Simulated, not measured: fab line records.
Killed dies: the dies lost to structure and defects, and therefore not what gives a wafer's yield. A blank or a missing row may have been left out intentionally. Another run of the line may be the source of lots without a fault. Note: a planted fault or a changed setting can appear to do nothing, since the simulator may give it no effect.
2 desks, one fault    flow sky130    numbers are kept per desk, each desk with only its own; the story behind them comes last

## AT THE TOOL OWNER'S DESK: rie-diel-02
The tool's own readings at SKY_VIA2_ETCH_14 (etches BARC in N2/H2, stops on SiO2, time 45.9 s, target depth 60 nm): means of the sampled wafers that have a number, for each lot that ran on this tool. A lot is out of limits, marked OUT, if its mean lies more than 4 standard deviations from the usual mean; the brackets give that distance.
Columns: A = drypump-motor-current-A at SKY_VIA2_ETCH_14, usual 5.7 A; B = h2-flow-sccm at SKY_VIA2_ETCH_14, usual 200.0 sccm; C = oes-product-au at SKY_VIA2_ETCH_14, usual 0.854 a.u.; D = run-length-s at SKY_VIA2_ETCH_14, usual 74.4 s; E = throttle-valve-pct at SKY_VIA2_ETCH_14, usual 13.224 %
lot   first seen here  A    B      C                D               E
L338  day 36 22:14     6.0  199.8  0.854            74.3            13.232
L342  day 37 22:59     6.3  200.5  0.950 (+21) OUT  68.9 (-12) OUT  13.236
L343  day 38 08:08     5.6  200.3  0.954 (+22) OUT  68.7 (-13) OUT  13.237
L344  day 38 15:37     5.6  200.3  0.944 (+20) OUT  68.6 (-13) OUT  13.244
L356  day 42 03:01     5.6  200.0  0.854            74.4            13.228
This desk's verdict: out of limits on L342, L343, L344, starting with L342 at day 37 22:59 (oes-product-au at SKY_VIA2_ETCH_14). L338, L356 stayed within limits.

## THE METROLOGY DESK
What the gauges read, lot by lot, whatever tool the lot ran on: means of the sampled wafers that have a number. A lot is out of limits, marked OUT, if its mean lies more than 4 standard deviations from the usual mean; the brackets give that distance.
Columns: A = VIA2_BOW at SKY_VIA2_BOW_MEAS_03, usual 87 um; B = cd-nm at SKY_VIA2_CD_MEAS_12, usual 200.4 nm; C = VIA2_OVL at SKY_VIA2_OVL_MEAS_13, usual 3 nm
lot   first seen here  A   B      C
L338  day 35 19:49     90  201.2  6
L342  day 36 20:38     86  203.3  -0
L343  day 37 05:34     83  200.3  -1
L344  day 37 14:07     81  201.5  -0
L349  day 39 03:26     90  200.0  2
L352  day 40 02:08     89  198.9  -2
L356  day 41 02:15     94  200.5  7
This desk found nothing out of limits on any of the 7 lots.

## PUT TOGETHER
At day 37 22:59, on L342, L343, L344, the tool owner's desk was in a position to raise an alarm.
At the metrology desk, nothing out of limits was observed.
The metrology desk holds a record of L342, L343, L344, inside its limits.
SKY_VIA2_ETCH_14 was run on rie-diel-02 by each of the lots named.

## WHAT THE SIMULATOR PUT IN
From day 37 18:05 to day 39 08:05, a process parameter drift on rie-diel-02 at SKY_VIA2_ETCH_14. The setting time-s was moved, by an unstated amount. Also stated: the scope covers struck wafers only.
Lots struck among those shown: L342, L343, L344.
Each desk's first reading out of limits, in hours after the fault started: the tool owner's desk, 5.
